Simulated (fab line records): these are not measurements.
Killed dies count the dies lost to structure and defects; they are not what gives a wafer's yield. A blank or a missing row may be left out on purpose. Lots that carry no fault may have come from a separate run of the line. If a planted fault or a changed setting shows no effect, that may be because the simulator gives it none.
The same fault as seen by 2 desks / flow sky130 / each desk has only its own numbers; what lay behind them comes last

## DESK OF THE TOOL OWNER: lpcvd-01
The tool's own readings at SKY_POLY_GATE_CVD_00 (deposits poly-Si, target thk 180 nm, time 720 s): means of the sampled wafers that have a number, for each lot that ran on this tool. Marked OUT: a lot whose mean sits more than 4 standard deviations from the usual mean, which makes it out of limits; the brackets give that distance.
Columns: A = spikeTcBottomC at SKY_POLY_GATE_CVD_00, usual 639.1 C; B = spikeTcCentreC at SKY_POLY_GATE_CVD_00, usual 620.3 C; C = spikeTcLowerC at SKY_POLY_GATE_CVD_00, usual 620.5 C; D = spikeTcTopC at SKY_POLY_GATE_CVD_00, usual 638.0 C; E = spikeTcUpperC at SKY_POLY_GATE_CVD_00, usual 621.4 C; F = susceptorTempC at SKY_POLY_GATE_CVD_00, usual 619.99 C
lot=L432; first seen here=day 15 03:53; A=639.7; B=620.0; C=621.7; D=639.3; E=622.1; F=620.28
lot=L433; first seen here=day 15 07:22; A=638.8; B=621.3; C=619.6; D=637.3; E=621.0; F=619.87
lot=L434; first seen here=day 15 15:34; A=637.2; B=620.6; C=619.7; D=636.9; E=620.7; F=620.12
lot=L435; first seen here=day 15 21:59; A=637.6; B=620.2; C=619.5; D=636.5; E=620.2; F=619.84
lot=L436; first seen here=day 17 00:17; A=640.1; B=620.0; C=620.8; D=638.9; E=621.7; F=619.56
lot=L437; first seen here=day 17 00:17; A=639.4; B=620.3; C=622.3; D=639.7; E=622.3; F=620.31
lot=L439; first seen here=day 17 16:40; A=640.0; B=619.3; C=621.8; D=639.0; E=622.1; F=619.90
lot=L445; first seen here=day 19 21:13; A=608.9 (-20) OUT; B=590.7 (-33) OUT; C=590.2 (-23) OUT; D=608.7 (-17) OUT; E=590.1 (-22) OUT; F=590.25 (-99 or more) OUT
lot=L446; first seen here=day 19 22:25; A=608.2 (-21) OUT; B=590.0 (-34) OUT; C=589.6 (-24) OUT; D=607.9 (-18) OUT; E=591.5 (-21) OUT; F=590.06 (-99 or more) OUT
lot=L449; first seen here=day 20 21:58; A=640.6; B=620.2; C=621.2; D=639.7; E=621.1; F=620.32
lot=L450; first seen here=day 21 07:55; A=641.4; B=620.3; C=620.2; D=638.6; E=621.6; F=619.95
Finding of this desk: L445, L446 out of limits; the first was L445 at day 19 21:13, on spikeTcBottomC at SKY_POLY_GATE_CVD_00. In limits: L432, L433, L434, L435, L436, L437, L439, L449, L450.

## AT THE METROLOGY DESK
Means of the sampled wafers that have a number, per lot and without regard to the tool the lot ran on: this is what the gauges read. Marked OUT: a lot whose mean sits more than 4 standard deviations from the usual mean, which makes it out of limits; the brackets give that distance.
Columns: A = DNWELL_TW at SKY_DNWELL_TW_MEAS_09, usual 1117; B = VT_ADJUST_LVTN_01_OVL at SKY_VT_ADJUST_LVTN_OVL_MEAS_18, usual -0.7 nm; C = cdNm at SKY_VT_ADJUST_NCORE_CD_MEAS_07, usual 380.3 nm; D = POLY_GATE_CVD_00_THK at SKY_POLY_GATE_THK_MEAS_01, usual 180.3 nm
lot=L432; first seen here=day 3 21:24; A=1119; B=-0.7; C=378.3; D=180.8
lot=L433; first seen here=day 4 02:30; A=1123; B=-1.0; C=381.3; D=181.2
lot=L434; first seen here=day 4 07:08; A=1118; B=-1.1; C=378.9; D=179.8
lot=L435; first seen here=day 4 11:31; A=1123; B=-2.0; C=382.0; D=178.8
lot=L436; first seen here=day 4 22:36; A=1127; B=0.4; C=376.8; D=179.8
lot=L437; first seen here=day 5 00:35; A=1120; B=-1.8; C=380.9; D=181.9
lot=L439; first seen here=day 5 14:25; A=1120; B=-0.0; C=383.3; D=180.9
lot=L445; first seen here=day 6 22:32; A=1107; B=-1.8; C=377.4; D=87.7 (-58) OUT
lot=L446; first seen here=day 6 23:23; A=1122; B=0.0; C=378.2; D=88.1 (-58) OUT
lot=L449; first seen here=day 7 16:26; A=1127; B=0.7; C=380.2; D=179.5
lot=L450; first seen here=day 7 22:15; A=1117; B=0.2; C=380.0; D=181.3
This desk's finding: out of limits on L445, L446; first on L445, day 19 22:25 (POLY_GATE_CVD_00_THK at SKY_POLY_GATE_THK_MEAS_01). In limits: L432, L433, L434, L435, L436, L437, L439, L449, L450.

## PUT TOGETHER
An alarm could have come from the tool owner's desk at day 19 21:13, on L445, L446.
An alarm was possible from the metrology desk at day 19 22:25, on L445, L446.
Every lot named ran SKY_POLY_GATE_CVD_00 on lpcvd-01.

## WHAT HAD BEEN PUT IN BY THE SIMULATOR
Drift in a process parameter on lpcvd-01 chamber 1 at SKY_POLY_GATE_CVD_00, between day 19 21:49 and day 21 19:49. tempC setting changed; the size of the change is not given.
Lots struck among those shown: L445, L446.
